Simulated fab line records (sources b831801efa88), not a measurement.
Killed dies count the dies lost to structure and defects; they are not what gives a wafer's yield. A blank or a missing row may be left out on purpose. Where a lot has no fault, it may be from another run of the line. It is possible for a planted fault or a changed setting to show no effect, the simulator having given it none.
One fault through the eyes of 2 desks    flow sfq_line    numbers are kept per desk, each desk with only its own; the story behind them comes last

== FOR THE TOOL OWNER'S DESK: pvd_sputter-04 ==
The tool's own readings at SFQ_TRILAYER_M4_DEP_SPUTTER_091 (material Nb, target thk 200 nm, time 133.3 s): means of the sampled wafers that have a number, for each lot that ran on this tool. If a lot's mean is further than 4 standard deviations from the usual mean, the lot is out of limits and carries the mark OUT (the distance appears in the brackets).
Columns: A = cathode_dc_power_W at SFQ_TRILAYER_M4_DEP_SPUTTER_091, usual 2000.0 W; B = resputter_cathode_voltage_v at SFQ_TRILAYER_M4_DEP_SPUTTER_091, usual 400 V; C = throttle_valve_pct at SFQ_TRILAYER_M4_DEP_SPUTTER_091, usual 30.4 %
lot   first seen here  A                         B    C
L365  day 43 11:04     1999.9                    399  31.0
L372  day 52 13:37     2000.1                    398  30.0
L380  day 54 14:49     2217.7 (+99 or more) OUT  400  30.0
This desk's verdict: out of limits on L380, starting with L380 at day 54 14:49 (cathode_dc_power_W at SFQ_TRILAYER_M4_DEP_SPUTTER_091). L365, L372: within limits.

== METROLOGY DESK ==
What the gauges read for every lot (on any tool): the sampled wafers with a number, averaged. If a lot's mean is further than 4 standard deviations from the usual mean, the lot is out of limits and carries the mark OUT (the distance appears in the brackets).
Columns: A = M4_NB_RS at SFQ_M4_RS_MEAS_924, usual 0.891 ohm/sq
lot   first seen here  A
L365  day 43 11:09     0.896
L367  day 43 20:56     0.888
L368  day 44 15:47     0.881
L369  day 45 19:43     0.879
L370  day 46 05:06     0.882
L371  day 46 07:40     0.903
L372  day 52 13:43     0.913
L376  day 53 10:07     0.886
L380  day 54 14:54     0.814 (-6.4) OUT
L383  day 55 05:19     0.889
L385  day 56 05:19     0.893
L387  day 56 08:50     0.884
L388  day 56 16:03     0.901
This desk finds L380 out of limits, with the earliest case on L380 at day 54 14:54 (M4_NB_RS at SFQ_M4_RS_MEAS_924). L365, L367, L368, L369, L370, L371, L372, L376, L383, L385, L387, L388: within limits.

== PUT TOGETHER ==
On L380, at day 54 14:49, an alarm was possible from the tool owner's desk.
The metrology desk could have raised an alarm at day 54 14:54, on L380.
Of the lots named, all ran SFQ_TRILAYER_M4_DEP_SPUTTER_091 on pvd_sputter-04.

== WHAT THE SIMULATOR HAD PUT IN ==
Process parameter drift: pvd_sputter-04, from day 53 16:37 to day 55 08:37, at SFQ_TRILAYER_M4_DEP_SPUTTER_091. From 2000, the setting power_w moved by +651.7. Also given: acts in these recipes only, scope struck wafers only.
Lots struck among those shown: L380.
Fault start to first reading out of limits, in hours, per desk: tool owner, 22; metrology, 22.
